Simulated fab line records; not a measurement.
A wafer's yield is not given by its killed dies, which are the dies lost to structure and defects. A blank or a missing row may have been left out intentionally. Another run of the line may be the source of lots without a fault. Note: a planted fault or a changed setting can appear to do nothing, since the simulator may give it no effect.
fab line records	flow sky130
record: lots: 5	wafers: 14	last-day: 50
route steps=708 shown SPACER@306 POLY_CUT@307 SD_P@320 RES_XHIGH@332 SD_N@342 PAD_OPEN@708
lots that met no fault: from a run of the same line without faults
start-h: hours from the record's first day to the start of the lot's first wafer shown	wait-h: hours elapsed since this lot's preceding step	" unchanged from the row above	L1.1+2: a single row standing in for several wafers	- no value, or no start was given	* or withheld: withheld	< > ~ a bound
route shown NAME@n: a module of which the file shows steps, and the number in the route of the first	usual: the fault-free wafers' mean and standard deviation	same: alike in all rows	chamber/n: place in a boat	sites: the reading at each site	_std_site: how widely they spread, as a standard deviation	_edge_site: outer sites' mean less inner sites'	radius-mm: how far each site lies from the wafer's centre	mask NAME#n: copy n	behind: the tool/chamber that last shaped the wafer	hold: why the lot went on hold/how many hours it stayed there/how the hold came to an end	device: whichever transistor did not switch (one of n, p or np)	end of line: the tests these same wafers got at the end of their route	for a step that has no rows: nothing shown but its recipe	killed: count of dies lost to structure and defects at first sort (not the wafer's yield)	map: dies across one wafer; x = killed, . = not, _ = none there
set.NAME: the run value of the setting; set.NAME@STEP: its run value at that earlier step	model.NAME: the simulator's own value behind a step, which no gauge read
a table for each step, a row for each wafer; lots at some steps of the route
services: from which hour (start-h, from the record's first day; less than 0 if before it) a tool's chamber was out of use, for how many hours, and why
== steps ==
step: SKY_SPACER_ETCHBACK_02
recipe: chemistry: CH3F/O2	target: Si3N4	stop-on: SiO2	source-w: 400	bias-w: 80	pressure-mtorr: 25	ch3f-flow-sccm: 40	O2_flow_sccm: 30	time-s: 46.7	target-depth-a: 450
usual: drypump-motor-current-A: 5.6/0.32	oes-product-au: 0.857/0.007	throttle-valve-pct: 10.564/0.01
lot.wafer	tool	chamber	start-h	wait-h	drypump-motor-current-A	oes-product-au	rf-hours-counter-h	throttle-valve-pct
L242.1	rie-diel-01	1	591.65	0.1	5.8	0.866	33	10.554
L242.4	"	2	"	"	5.5	0.861	2	10.584
L242.6	"	0	"	"	5.2	0.862	-	10.549
L249.4	rie-diel-01	3	626.85	0.0	5.5	0.857	42	10.550
L249.5	"	1	"	"	5.7	0.853	-	10.560
L254.1	rie-diel-01	1	665.57	0.1	5.8	0.860	35	10.576
L254.2	"	3	"	"	5.5	0.860	43	10.579
L254.5	"	3	"	"	5.5	0.847	-	10.552
L255.1	rie-diel-04	1	675.00	0.1	5.9	0.852	1	10.555
L255.3	"	3	"	"	5.3	0.856	14	10.552
L255.5	"	1	"	"	5.9	0.843	-	10.576
L257.2	rie-diel-04	2	695.19	0.0	5.7	0.862	1	10.550
L257.4	"	1	"	"	5.9	0.853	2	10.562
L257.5	"	0	"	"	6.3	0.847	-	10.556
step: SKY_POLY_CUT_DEHYDRATE_00
recipe: temp-c: 200	time-s: 60
step: SKY_POLY_CUT_HMDS_01
recipe: prime-time-s: 60	prime-temp-c: 120
step: SKY_POLY_CUT_COAT_02
recipe: resist: BARC	temp-c: withheld	time-s: withheld	spin-rpm: 3000	resist-thk-nm: 60
step: SKY_POLY_CUT_COAT_03
recipe: resist: KrF-thick	spin-rpm: 3000	resist-thk-nm: 450
step: SKY_POLY_CUT_SOFTBAKE_04
recipe: temp-c: 100	time-s: 90	resist: KrF-thick
step: SKY_POLY_CUT_EXPOSE_05
recipe: mask-id: NPCM	na: 0.8	source-shape: annular	sigma-inner: 0.55	sigma-outer: 0.85	target-cd-nm: 270	dose-mj: 32
step: SKY_POLY_CUT_PEB_06
recipe: peb-temp-c: withheld	peb-time-s: withheld	resist: KrF-thick
step: SKY_POLY_CUT_DEVELOP_07
recipe: develop-time-s: 60	resist: KrF-thick	dev-temp-c: 21
step: SKY_POLY_CUT_CD_MEAS_08
recipe: target-cd-nm: 270
usual: cd-nm: 270.0/1.6
lot.wafer	tool	chamber	start-h	wait-h	cd-nm
L242.1	cd-sem-01	-	620.76	-	269.1
L242.4	"	-	"	"	269.0
L242.6	"	-	"	"	269.1
L249.4	cd-sem-02	-	655.77	-	269.0
L249.5	"	-	"	"	268.7
L254.1	cd-sem-02	-	693.28	-	267.9
L254.2	"	-	"	"	269.1
L254.5	"	-	"	"	268.7
L255.1	cd-sem-02	-	703.35	-	268.6
L255.3	"	-	"	"	269.4
L255.5	"	-	"	"	269.7
L257.2	cd-sem-02	-	723.22	-	273.3
L257.4	"	-	"	"	273.9
L257.5	"	-	"	"	271.8
step: SKY_POLY_CUT_OVL_MEAS_09
usual: POLY_CUT_OVL: -1/6.1
lot.wafer	tool	chamber	start-h	wait-h	POLY_CUT_OVL[nm]
L242.1	overlay-01	-	620.88	0.1	-2
L242.4	"	-	"	"	-8
L242.6	"	-	"	"	-14
L249.4	overlay-02	-	655.85	0.1	-3
L249.5	"	-	"	"	-10
L254.1	overlay-02	-	693.40	0.1	-1
L254.2	"	-	"	"	-2
L254.5	"	-	"	"	-3
L255.1	overlay-02	-	703.47	0.1	-7
L255.3	"	-	"	"	-2
L255.5	"	-	"	"	-7
L257.2	overlay-02	-	723.33	0.1	3
L257.4	"	-	"	"	-7
L257.5	"	-	"	"	1
step: SKY_POLY_CUT_ETCH_10
recipe: chemistry: N2/H2	target: BARC	ion-energy-ev: 200	source-w: 500	bias-w: 100	pressure-mtorr: 30	n2-flow-sccm: 100	h2-flow-sccm: 200	stop-on: SiO2	time-s: 45.9	target-depth-a: 600
usual: drypump-motor-current-A: 5.8/0.47	oes-product-au: 0.854/0.0049	throttle-valve-pct: 13.225/0.0086
lot.wafer	tool	chamber	start-h	wait-h	drypump-motor-current-A	oes-product-au	rf-hours-counter-h	throttle-valve-pct
L242.1	rie-diel-02	1	620.92	0.0	5.2	0.857	15	13.225
L242.4	"	0	"	"	5.4	0.857	-	13.218
L242.6	"	2	"	"	5.7	0.855	-	13.237
L249.4	rie-diel-02	2	655.87	0.0	5.7	0.857	8	13.239
L249.5	"	2	"	"	5.7	0.858	-	13.234
L254.1	rie-diel-03	3	693.44	0.0	5.2	0.863	7	13.237
L254.2	"	1	"	"	6.6	0.843	10	13.219
L254.5	"	3	"	"	5.2	0.855	-	13.226
L255.1	rie-diel-03	1	703.50	0.0	6.6	0.850	10	13.219
L255.3	"	2	"	"	6.3	0.856	36	13.219
L255.5	"	3	"	"	5.2	0.847	-	13.225
L257.2	rie-diel-03	3	723.36	0.0	5.2	0.858	7	13.227
L257.4	"	1	"	"	6.6	0.850	11	13.208
L257.5	"	1	"	"	6.6	0.851	-	13.226
step: SKY_POLY_CUT_ETCH_11
recipe: target: Si3N4	chemistry: CF4/CH2F2/Ar	stop-on: poly-Si	source-w: 600	bias-w: 150	pressure-mtorr: 40	cf4-flow-sccm: 40	ch2f2-flow-sccm: 20	Ar_flow_sccm: 150	time-s: 42.5	target-depth-a: 600
usual: drypump-motor-current-A: 5.8/0.47	oes-product-au: 0.827/0.0065	throttle-valve-pct: 14.994/0.0098
lot.wafer	tool	chamber	start-h	wait-h	drypump-motor-current-A	oes-product-au	rf-hours-counter-h	throttle-valve-pct	model.etch.depth-nm	model.POLY_CUT.feature-depth-nm
L242.1	rie-diel-02	1	620.96	0.0	5.3	0.824	15	14.985	60.72	60.72
L242.4	"	0	"	"	5.4	0.834	-	14.994	61.73	61.73
L242.6	"	2	"	"	5.7	0.838	-	14.987	61.93	61.93
L249.4	rie-diel-02	2	655.91	0.0	5.7	0.834	8	15.004	62.01	62.01
L249.5	"	2	"	"	5.7	0.816	-	15.005	60.18	60.18
L254.1	rie-diel-03	3	693.48	0.0	5.2	0.821	7	14.988	61.18	61.18
L254.2	"	1	"	"	6.6	0.829	10	14.976	61.09	61.09
L254.5	"	3	"	"	5.2	0.824	-	14.969	61.25	61.25
L255.1	rie-diel-03	1	703.55	0.0	6.6	0.828	10	14.972	61.72	61.72
L255.3	"	2	"	"	6.3	0.821	36	14.992	60.97	60.97
L255.5	"	3	"	"	5.2	0.821	-	14.987	61	61
L257.2	rie-diel-03	3	723.40	0.0	5.2	0.822	7	14.995	61.36	61.36
L257.4	"	1	"	"	6.6	0.813	11	15.002	61.74	61.74
L257.5	"	1	"	"	6.6	0.838	-	14.976	61.99	61.99
step: SKY_POLY_CUT_STRIP_12
recipe: chemistry: O2/N2	power-w: 1400	pressure-mtorr: 1500	platen-temp-c: withheld	o2-flow-sccm: 3000	n2-flow-sccm: 300	overash-fraction: 0.5
usual: drypump-motor-current-A: 5.5/0.43	o2-flow-sccm: 3000/9.1	oes-product-au: 0.452/0.0043	strip-time-to-endpoint-s: 5.355/0.017
lot.wafer	tool	chamber	start-h	wait-h	drypump-motor-current-A	o2-flow-sccm	oes-product-au	rf-hours-counter-h	strip-time-to-endpoint-s
L242.1	plasma-asher-02	1	621.00	0.0	5.7	3002	0.444	91	5.340
L242.4	"	0	"	"	5.0	2992	0.453	-	5.366
L242.6	"	1	"	"	5.7	2998	0.463	-	5.349
L249.4	plasma-asher-04	0	655.98	0.1	5.1	2988	0.456	-	5.362
L249.5	"	0	"	"	5.1	2990	0.453	-	5.346
L254.1	plasma-asher-02	0	693.52	0.0	5.0	2996	0.461	99	5.371
L254.2	"	1	"	"	5.7	3012	0.455	99	5.384
L254.5	"	1	"	"	5.7	2994	0.458	-	5.368
L255.1	plasma-asher-02	1	703.59	0.0	5.7	3009	0.457	99	5.369
L255.3	"	0	"	"	5.0	3005	0.459	-	5.350
L255.5	"	0	"	"	5.0	3007	0.455	-	5.379
L257.2	plasma-asher-01	0	723.44	0.0	6.1	3006	0.453	28	5.334
L257.4	"	1	"	"	5.0	2994	0.450	-	5.342
L257.5	"	1	"	"	5.0	2998	0.460	-	5.345
step: SKY_SD_P_DEHYDRATE_00
recipe: temp-c: 200	time-s: 60
step: SKY_SD_P_HMDS_01
recipe: prime-time-s: 60	prime-temp-c: 120
step: SKY_SD_P_COAT_02
recipe: resist: NOVOLAK	spin-rpm: 3000	resist-thk-nm: 1140
step: SKY_SD_P_SOFTBAKE_03
recipe: temp-c: 90	time-s: 60	resist: NOVOLAK
step: SKY_SD_P_EXPOSE_04
recipe: mask-id: PSDM	na: 0.6	source-shape: conventional	sigma-outer: 0.6	polarization: unpolarized	target-cd-nm: 380	dose-mj: 138
step: SKY_SD_P_PEB_05
recipe: temp-c: withheld	time-s: *	resist: NOVOLAK
step: SKY_SD_P_DEVELOP_06
recipe: resist: NOVOLAK	developer: TMAH	develop-time-s: 60	dev-temp-c: 23
step: SKY_SD_P_CD_MEAS_07
recipe: target-cd-nm: 380
usual: cd-nm: 380.1/2.6
lot.wafer	tool	chamber	start-h	wait-h	cd-nm
L242.1	cd-sem-02	-	649.77	0.1	378.2
L242.4	"	-	"	"	378.5
L242.6	"	-	"	"	379.3
L249.4	cd-sem-02	-	684.26	0.1	379.7
L254.1	cd-sem-02	-	721.77	0.2	379.8
L254.2	"	-	"	"	382.7
L254.5	"	-	"	"	379.4
L255.1	cd-sem-02	-	731.67	0.1	381.3
L255.3	"	-	"	"	380.4
L255.5	"	-	"	"	382.6
L257.2	cd-sem-02	-	750.87	0.1	381.4
L257.4	"	-	"	"	380.3
L257.5	"	-	"	"	380.8
step: SKY_SD_P_OVL_MEAS_08
usual: SD_P_OVL: 0.5/1.3
lot.wafer	tool	chamber	start-h	wait-h	SD_P_OVL[nm]
L242.1	overlay-02	-	649.89	0.1	0.0
L242.4	"	-	"	"	-0.6
L242.6	"	-	"	"	-0.4
L249.4	overlay-01	-	684.34	0.1	-0.2
L254.1	overlay-02	-	721.89	0.1	1.9
L254.2	"	-	"	"	-0.1
L254.5	"	-	"	"	0.9
L255.1	overlay-01	-	731.79	0.1	0.8
L255.3	"	-	"	"	-0.7
L255.5	"	-	"	"	0.1
L257.2	overlay-01	-	750.98	0.1	0.1
L257.4	"	-	"	"	-0.3
L257.5	"	-	"	"	0.2
step: SKY_SD_P_IMPLANT_09
recipe: species: BF2	energy-kev: 20	dose-cm2: 3e+15	tilt-deg: 0
step: SKY_SD_P_STRIP_10
recipe: chemistry: O2/N2	power-w: 1400	pressure-mtorr: 1500	platen-temp-c: withheld	o2-flow-sccm: 3000	n2-flow-sccm: 300	overash-fraction: 0.5
usual: drypump-motor-current-A: 5.4/0.37	o2-flow-sccm: 2999/8.9	oes-product-au: 0.617/0.0045	strip-time-to-endpoint-s: 17.49/0.037
lot.wafer	tool	chamber	start-h	wait-h	drypump-motor-current-A	o2-flow-sccm	oes-product-au	rf-hours-counter-h	strip-time-to-endpoint-s
L242.1	plasma-asher-02	0	650.08	0.1	5.1	3002	0.609	94	17.46
L242.4	"	0	"	"	5.1	3006	0.619	-	17.50
L242.6	"	0	"	"	5.0	2990	0.627	-	17.50
L249.4	plasma-asher-03	1	684.54	0.1	5.3	3010	0.619	-	17.40
L254.1	plasma-asher-01	0	722.07	0.1	6.1	2985	0.614	27	17.56
L254.2	"	1	"	"	5.0	3006	0.615	27	17.52
L254.5	"	1	"	"	5.0	2997	0.620	-	17.55
L255.1	plasma-asher-03	1	731.98	0.1	5.2	3003	0.614	60	17.47
L255.3	"	0	"	"	5.3	3001	0.618	-	17.49
L255.5	"	1	"	"	5.3	2986	0.618	-	17.52
L257.2	plasma-asher-02	1	751.16	0.1	5.7	2999	0.617	1	17.53
L257.4	"	1	"	"	5.7	2986	0.625	-	17.50
L257.5	"	1	"	"	5.7	2985	0.617	-	17.50
step: SKY_SD_P_TW_MEAS_11
usual: SD_P_TW: 2837/18
lot.wafer	tool	chamber	start-h	wait-h	SD_P_TW
L242.1	film-metro-03	-	650.18	0.1	2842
L242.4	"	-	"	"	2859
L242.6	"	-	"	"	2828
L249.4	film-metro-02	-	684.64	0.1	2841
L254.1	film-metro-02	-	722.17	0.1	2829
L254.2	"	-	"	"	2827
L254.5	"	-	"	"	2816
L255.1	film-metro-02	-	732.08	0.1	2808
L255.3	"	-	"	"	2834
L255.5	"	-	"	"	2797
L257.2	film-metro-02	-	751.27	0.1	2831
L257.4	"	-	"	"	2819
L257.5	"	-	"	"	2827
step: SKY_RES_XHIGH_DEHYDRATE_00
recipe: temp-c: 200	time-s: 60
step: SKY_RES_XHIGH_HMDS_01
recipe: prime-time-s: 60	prime-temp-c: 120
step: SKY_RES_XHIGH_COAT_02
recipe: resist: NOVOLAK	spin-rpm: 3000	resist-thk-nm: 1140
step: SKY_RES_XHIGH_SOFTBAKE_03
recipe: temp-c: 90	time-s: 60	resist: NOVOLAK
step: SKY_RES_XHIGH_EXPOSE_04
recipe: mask-id: URPM	na: 0.6	source-shape: conventional	sigma-outer: 0.6	polarization: unpolarized	target-cd-nm: 1270	dose-mj: 140
step: SKY_RES_XHIGH_PEB_05
recipe: temp-c: withheld	time-s: *	resist: NOVOLAK
step: SKY_RES_XHIGH_DEVELOP_06
recipe: resist: NOVOLAK	developer: TMAH	develop-time-s: 60	dev-temp-c: 23
step: SKY_RES_XHIGH_IMPLANT_07
recipe: species: BF2	energy-kev: 20	dose-cm2: 3.6e+14	tilt-deg: 0
step: SKY_RES_XHIGH_STRIP_08
recipe: chemistry: O2/N2	power-w: 1400	pressure-mtorr: 1500	platen-temp-c: withheld	o2-flow-sccm: 3000	n2-flow-sccm: 300	overash-fraction: 0.5
usual: drypump-motor-current-A: 5.4/0.3	o2-flow-sccm: 3000/9.8	oes-product-au: 0.712/0.0046	strip-time-to-endpoint-s: 14.28/0.035
lot.wafer	tool	chamber	start-h	wait-h	drypump-motor-current-A	o2-flow-sccm	oes-product-au	rf-hours-counter-h	strip-time-to-endpoint-s
L242.1	plasma-asher-04	0	678.45	0.1	5.1	2998	0.721	88	14.31
L242.4	"	0	"	"	5.1	3003	0.715	-	14.28
L242.6	"	1	"	"	5.8	2999	0.707	-	14.37
L249.4	plasma-asher-04	1	712.88	0.1	5.8	2999	0.714	-	14.34
L254.1	plasma-asher-02	0	750.42	0.1	5.1	2988	0.716	1	14.26
L254.2	"	1	"	"	5.7	3006	0.720	1	14.26
L254.5	"	0	"	"	5.0	2993	0.715	-	14.27
L255.1	plasma-asher-03	1	759.60	0.1	5.2	2995	0.714	63	14.37
L255.3	"	0	"	"	5.3	2994	0.713	-	14.30
L255.5	"	1	"	"	5.3	2991	0.707	-	14.34
L257.2	plasma-asher-02	1	778.00	0.1	5.8	3000	0.711	3	14.21
L257.4	"	1	"	"	5.8	2980	0.708	-	14.25
L257.5	"	1	"	"	5.7	3002	0.709	-	14.24
step: SKY_RES_XHIGH_TW_MEAS_09
usual: RES_XHIGH_TW: 1646/12
lot.wafer	tool	chamber	start-h	wait-h	RES_XHIGH_TW
L242.1	film-metro-03	-	678.55	0.1	1660
L242.4	"	-	"	"	1672
L242.6	"	-	"	"	1667
L249.4	film-metro-02	-	712.98	0.1	1633
L254.1	film-metro-03	-	750.52	0.1	1643
L254.2	"	-	"	"	1647
L254.5	"	-	"	"	1649
L255.1	film-metro-03	-	759.70	0.1	1647
L255.3	"	-	"	"	1656
L255.5	"	-	"	"	1642
L257.2	film-metro-03	-	778.11	0.1	1662
L257.4	"	-	"	"	1660
L257.5	"	-	"	"	1649
step: SKY_SD_N_DEHYDRATE_00
recipe: temp-c: 200	time-s: 60
step: SKY_SD_N_HMDS_01
recipe: prime-time-s: 60	prime-temp-c: 120
step: SKY_SD_N_COAT_02
recipe: resist: NOVOLAK	spin-rpm: 3000	resist-thk-nm: 1140
step: SKY_SD_N_SOFTBAKE_03
recipe: temp-c: 90	time-s: 60	resist: NOVOLAK
step: SKY_SD_N_EXPOSE_04
recipe: mask-id: NSDM	na: 0.6	source-shape: conventional	sigma-outer: 0.6	polarization: unpolarized	target-cd-nm: 380	dose-mj: 141
step: SKY_SD_N_PEB_05
recipe: temp-c: withheld	time-s: *	resist: NOVOLAK
step: SKY_PAD_OPEN_PROBE_99
usual: killed_at_M0_to_M3: 43/6.6	killed_at_M4_up: 2.9/1.6	killed-at-contacts: 24/4.9	killed-at-front-end: 15/4.5	killed-at-other: 0.2/0.45	killed-dies: 86/8.8	killed-on-rim: 16/4.2	killed-open: 48/6.4	killed-short: 38/5.6
same: gross-dies: 492	killed-at-back-side: 0
lot.wafer	tool	chamber	start-h	wait-h	hold	killed_at_M0_to_M3	killed_at_M4_up	killed-at-contacts	killed-at-front-end	killed-at-other	killed-dies	killed-on-rim	killed-open	killed-short
L242.1	prober-01	-	1124.74	0.1	-	41	2	20	10	0	73	15	47	26
L242.4	prober-01	-	1124.89	0.2	-	50	2	26	9	0	87	22	50	37
L242.6	prober-01	-	1124.99	0.2	-	37	5	31	12	1	86	17	59	27
L249.4	prober-02	-	1149.73	0.2	await-dispo/0.4h/release	52	4	24	16	0	96	18	53	43
L249.5	prober-02	-	1149.78	0.2	await-dispo/0.4h/release	35	5	27	342	0	409	85	42	37
L254.1	prober-02	-	1172.12	0.1	-	41	5	37	9	0	92	17	51	41
L254.2	prober-02	-	1172.17	0.1	-	52	1	30	14	0	97	24	55	42
L254.5	prober-02	-	1172.32	0.2	-	43	2	30	18	0	93	16	48	45
L255.1	prober-01	-	1178.68	0.1	-	41	5	28	15	1	90	14	49	41
L255.3	prober-01	-	1178.78	0.2	-	35	2	24	11	0	72	15	35	37
L255.5	prober-01	-	1178.88	0.2	-	49	0	23	21	0	93	23	54	39
L257.2	prober-01	-	1188.29	0.1	-	33	3	23	14	0	73	15	44	29
L257.4	prober-01	-	1188.39	0.2	-	41	2	24	16	0	83	13	45	38
L257.5	prober-01	-	1188.44	0.2	-	40	2	20	21	0	83	23	43	40
killed by level:class
L242.1 LI_CONTACT:geometric-particle:open=8 VIA1:geometric-particle:open=8 VIA2:geometric-particle:open=8 CONTACT:geometric-particle:open=7 VIA3:geometric-particle:open=6 POLY_GATE:geometric-particle:short=4 METAL2:geometric-particle:short=4 VIA2:geometric-particle:short=4
L242.4 LI_CONTACT:geometric-particle:open=10 VIA1:geometric-particle:open=10 VIA1:geometric-particle:short=8 CONTACT:geometric-particle:open=7 VIA3:geometric-particle:open=7 VIA2:geometric-particle:open=7 METAL2:geometric-particle:short=5 VIA2:geometric-particle:short=4
L242.6 CONTACT:geometric-particle:open=12 VIA1:geometric-particle:open=11 LI_CONTACT:geometric-particle:open=10 VIA3:geometric-particle:open=7 CONTACT:geometric-particle:short=5 VIA2:geometric-particle:open=5 POLY_GATE:geometric-particle:open=4 LOCAL_INTERCONNECT:geometric-particle:short=4
L249.4 VIA1:geometric-particle:open=13 VIA3:geometric-particle:open=9 METAL2:geometric-particle:short=7 CONTACT:geometric-particle:short=7 LI_CONTACT:geometric-particle:open=6 CONTACT:geometric-particle:open=6 VIA2:geometric-particle:open=6 FIELD_ISO:geometric-particle:open=4
L249.5 POLY_CUT:area-etch=330 LI_CONTACT:geometric-particle:open=9 VIA3:geometric-particle:open=8 CONTACT:geometric-particle:open=7 METAL2:geometric-particle:short=7 METAL4:geometric-particle:short=5 VIA2:geometric-particle:open=5 FIELD_ISO:geometric-particle:short=4
L254.1 LI_CONTACT:geometric-particle:open=9 LI_CONTACT:geometric-particle:short=9 CONTACT:geometric-particle:open=9 VIA2:geometric-particle:open=9 VIA1:geometric-particle:open=7 VIA3:geometric-particle:open=7 METAL1:geometric-particle:short=6 CONTACT:geometric-particle:short=6
L254.2 CONTACT:geometric-particle:open=12 VIA3:geometric-particle:open=11 VIA1:geometric-particle:open=9 LI_CONTACT:geometric-particle:open=7 VIA2:geometric-particle:open=7 CONTACT:geometric-particle:short=6 METAL1:geometric-particle:short=6 POLY_GATE:geometric-particle:short=4
L254.5 CONTACT:geometric-particle:open=8 VIA1:geometric-particle:open=8 VIA3:geometric-particle:open=8 CONTACT:geometric-particle:short=7 VIA2:geometric-particle:open=7 LI_CONTACT:geometric-particle:open=6 METAL2:geometric-particle:short=6 FIELD_ISO:geometric-particle:short=5
L255.1 CONTACT:geometric-particle:open=11 LI_CONTACT:geometric-particle:open=7 VIA1:geometric-particle:short=7 METAL2:geometric-particle:short=7 VIA1:geometric-particle:open=6 VIA3:geometric-particle:open=6 POLY_GATE:geometric-particle:open=5 CONTACT:geometric-particle:short=5
L255.3 LI_CONTACT:geometric-particle:open=9 VIA1:geometric-particle:open=7 VIA1:geometric-particle:short=6 CONTACT:geometric-particle:short=5 METAL3:geometric-particle:short=5 POLY_GATE:geometric-particle:short=4 CONTACT:geometric-particle:open=4 POLY_GATE:geometric-particle:open=3
L255.5 VIA1:geometric-particle:open=17 VIA3:geometric-particle:open=11 CONTACT:geometric-particle:open=7 POLY_GATE:geometric-particle:short=5 POLY_GATE:geometric-particle:open=5 VIA1:geometric-particle:short=5 CONTACT:geometric-particle:short=5 FIELD_ISO:geometric-particle:open=4
L257.2 CONTACT:geometric-particle:open=8 LI_CONTACT:geometric-particle:open=7 VIA1:geometric-particle:open=6 VIA3:geometric-particle:open=6 FIELD_ISO:geometric-particle:open=5 METAL1:geometric-particle:short=5 VIA2:geometric-particle:open=5 CONTACT:geometric-particle:short=4
L257.4 VIA1:geometric-particle:open=9 FIELD_ISO:geometric-particle:open=6 LI_CONTACT:geometric-particle:open=6 VIA2:geometric-particle:open=6 CONTACT:geometric-particle:open=5 CONTACT:geometric-particle:short=5 METAL2:geometric-particle:short=5 METAL3:geometric-particle:short=4
L257.5 CONTACT:geometric-particle:open=9 VIA1:geometric-particle:open=7 POLY_GATE:geometric-particle:open=6 VIA2:geometric-particle:short=6 VIA2:geometric-particle:open=6 FIELD_ISO:geometric-particle:short=5 CONTACT:geometric-particle:short=5 POLY_GATE:geometric-particle:short=4
map L249.5 (x killed, . not)
__________xxxxxxxxxx_________
________xxxxxxxxxxxxxx_______
______xxxxxxxxxxxxxxxxxx_____
_____xxxxxxxxxxxxxxxxxxxx____
____xxxxxxxx.xxxxxxxxxxx.x___
___xxxxxxxx..xx.xxxxxxxxxx.__
__xxxxxxxx.xx.xxxxxxxxxxxxxx_
_xxxxxxxxxx.xx...xxxxxxxxxxxx
_xxxxxxxxxxxxx..xx.xxxx.xxxxx
_xxxxxxxxxxxx.x.xxxxxxxxxxxxx
_xxxxxxxxxxxxxx...xxxxxxxxxxx
_xxxxxxxxxxxxxxx....xxxxxxxx.
_x.....xxxxxxxx...x.xxxxxxxxx
_xx.x.xxxxxxxxxxx.x.xxxxxxxxx
_xx..xx.x.xxxxxxxxxxxxxxxx.xx
__xxxx.xx....xxxxxxxxxxxxx.x_
___...x....x.xxxxxxxxxxxxxx__
____x..xx.x.....x.xxxxxxxx___
_____xxxxx..xx.x..x.xxxxx____
______xxxxxxxxx....xx.xx_____
________xxxxxxx.x.x.x._______
__________xxxxxxxxx._________
map L242.4 (x killed, . not)
__________...xx.x..._________
________.........x..xx_______
______...........x.....x_____
_____x..x.x........x..xx.____
____..x.......x.x...xx..x.___
___......x.................__
__.xx.........x.x.........xx_
_..xx.....x..................
_...........x...............x
_.x..............x.....xx....
_..x...x.xxx...x..x..........
_x.........x..........x......
_.........x.....x.xxxx.....x.
_.x.....x.........x......x...
_x.........x...x.xx...xx..x..
__x..........x.x.........x.._
___..x..xxx................__
____xx..x.x....x....x...x.___
_____x.....x...........x.____
______..........x..x...x_____
________.......x......_______
__________.........._________
== services ==
tool	chamber	start-h	hours	kind
plasma-asher-02	-	582.64	4.0	repair
rie-diel-03	0	588.20	4.4	repair
rie-diel-04	0	591.21	3.2	repair
plasma-asher-03	-	592.60	2.2	repair
plasma-asher-01	-	598.70	2.8	pm
rie-diel-02	3	599.23	23.6	repair
plasma-asher-02	-	604.09	14.6	pm
rie-diel-03	2	613.23	5.8	repair
rie-diel-02	1	645.93	2.3	repair
rie-diel-03	2	651.07	12.0	repair
rie-diel-01	0	677.27	10.3	repair
rie-diel-01	0	689.48	22.1	repair
plasma-asher-02	-	698.84	2.2	repair
plasma-asher-04	-	703.91	2.8	pm
rie-diel-01	1	720.09	8.3	repair
rie-diel-02	3	724.93	6.5	repair
plasma-asher-02	-	733.75	9.0	pm
plasma-asher-02	0	733.75	9.0	vent-cycle
plasma-asher-02	1	733.75	9.0	vent-cycle
plasma-asher-01	-	735.68	1.2	repair
rie-diel-02	0	742.45	4.2	repair
rie-diel-03	-	749.70	0.8	repair
plasma-asher-02	-	762.01	2.1	repair
rie-diel-04	2	771.75	20.0	repair
== key ==
first-sign: step: SKY_PAD_OPEN_PROBE_99	reading: killed-at-front-end	direction: up	sigmas: 73	usual: 15	struck: 342
effect: step: SKY_PAD_OPEN_PROBE_99	reading: killed-dies	direction: up	sigmas: 37	usual: 86	struck: 409
model-effect: step: SKY_POLY_CUT_ETCH_11	value: etch.depth-nm	without: 61.33	struck: 60.18
more-kills-born-at: SKY_POLY_CUT_ETCH_11@rie-diel-02: 330
met-at SKY_POLY_CUT_ETCH_11
struck-wafers L249.5
later-rows-left-out L249.5
tester-left-out L249
onset-between 620.96 655.91
fault: kind: process-parameter-drift	tool: rie-diel-02	chamber: -	onset-h: 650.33	steps: SKY_POLY_CUT_ETCH_11	channel: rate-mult	offset: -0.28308	shape: step	end-h: 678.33	scope: struck-wafers-only
tester-left-out: of these lots the tester's yield and bins aren't shown, on N5 and GAA mostly nor the transistor test; their killed dies are dies lost to structure and defects alone, not to doping, threshold or leakage, so they don't give the yield
later-rows-left-out: the simulator's readings of these wafers behind a module that went badly wrong aren't trusted and aren't shown, but for the sort
